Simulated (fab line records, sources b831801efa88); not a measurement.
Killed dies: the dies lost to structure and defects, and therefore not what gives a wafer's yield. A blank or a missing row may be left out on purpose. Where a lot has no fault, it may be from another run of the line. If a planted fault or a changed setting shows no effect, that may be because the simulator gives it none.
A lot that was struck, set against a sound lot + flow sky130 + 15 out of 708 route steps
Sound: these wafers, L521.1, L521.2, L521.5. Struck: wafers L537.2, L537.3, L537.6. The cause comes at the end.
For every step that has rows: the tool of each side, followed by ch and its chambers, followed by its first start. Under that, the readings that differ: sound wafers + struck wafers + difference of the means + sigmas: that difference in standard deviations of wafers without a fault.
alike: readings with means less than 2 such deviations apart, plus words and numbers identical on both sides. not compared: withheld readings, readings lacking a value on some wafer, bounds such as >300 that could conceal the same value, and numbers that have no deviation in the record and whose values overlap.
The two part at a step that has a row with sigmas, a row that says differs or no value, or rows on one side only. Non-overlapping numbers with no deviation appear without sigmas and do not part them. Lack of a reading on every wafer of one side parts them only where that side has two or more wafers.

first, 1 step without rows for these wafers: SKY_VT_ADJUST_HVTP_DEVELOP_06 (develop time 60 s).
SKY_VT_ADJUST_HVTP_CD_MEAS_07 targets a cd of 380 nm.
  sound on cd-sem-01, day 6 01:12; struck on cd-sem-01, day 10 06:04
  alike: cd-nm
SKY_VT_ADJUST_HVTP_OVL_MEAS_08:
  sound on overlay-02, day 6 01:19; struck on overlay-01, day 10 06:10
  alike: VT_ADJUST_HVTP_OVL
following that, these wafers have no rows for 1 step: SKY_VT_ADJUST_HVTP_IMPLANT_09.
SKY_VT_ADJUST_HVTP_STRIP_10: strips in O2/N2.
  sound on plasma-asher-01 ch 0,1, day 6 01:31; struck on plasma-asher-01 ch 0,1, day 10 06:21
  alike: drypump-motor-current-A, n2-flow-sccm, oes-product-au, strip-time-to-endpoint-s
  not compared: rf-hours-counter-h
SKY_VT_ADJUST_HVTP_TW_MEAS_11:
  sound on film-metro-04, day 6 01:37; struck on film-metro-02, day 10 06:28
| reading           | sound          | struck         | difference | sigmas |
|-------------------|----------------|----------------|------------|--------|
| VT_ADJUST_HVTP_TW | 1348 1348 1348 | 1369 1375 1373 | +24        | +2     |
then, 6 steps without rows for these wafers: SKY_VT_ADJUST_LVTN_DEHYDRATE_00 (time 60 s); SKY_VT_ADJUST_LVTN_HMDS_01 (prime time 60 s); SKY_VT_ADJUST_LVTN_COAT_02 (resist thk 3000 nm); SKY_VT_ADJUST_LVTN_SOFTBAKE_03; SKY_VT_ADJUST_LVTN_EXPOSE_04 (exposes mask NWM COMPLEMENT LESS NATIVE, target cd 840 nm); SKY_VT_ADJUST_LVTN_PEB_05.
SKY_VT_ADJUST_LVTN_DEVELOP_06: develop time 60 s.
  sound on litho-track-04 ch 0, day 6 20:00; struck on litho-track-04 ch 0, day 11 05:00
| reading              | sound             | struck            | difference | sigmas |
|----------------------|-------------------|-------------------|------------|--------|
| developer-temp-C (C) | 23.12 23.06 23.08 | 23.83 23.93 23.75 | +0.75      | +7     |
SKY_VT_ADJUST_LVTN_OVL_MEAS_07:
  sound on overlay-01, day 6 20:29; struck on overlay-02, day 11 05:12
  alike: VT_ADJUST_LVTN_OVL
-- a jump in the record: the struck wafers' starts before and after are 38 days apart (it breaks off in module VT_ADJUST_LVTN and resumes in module PAD_OPEN, where the first step shown is number 708 of the route) --
SKY_PAD_OPEN_PROBE_99:
  sound on prober-02, day 45 14:58; struck on prober-02, day 49 14:02
| reading         | sound | struck | difference | sigmas |
|-----------------|-------|--------|------------|--------|
| killed-at-other | 2 0 3 | 0 0 0  | -2         | -3     |
  alike: killed_at_M0_to_M3, killed_at_M4_up, killed-at-contacts, killed-at-front-end, killed-dies, killed-open, killed-short

== WHERE THEY PART ==
Last at SKY_PAD_OPEN_PROBE_99 as far as this record goes, first at SKY_VT_ADJUST_HVTP_TW_MEAS_11.

WHY: what the simulator had put in
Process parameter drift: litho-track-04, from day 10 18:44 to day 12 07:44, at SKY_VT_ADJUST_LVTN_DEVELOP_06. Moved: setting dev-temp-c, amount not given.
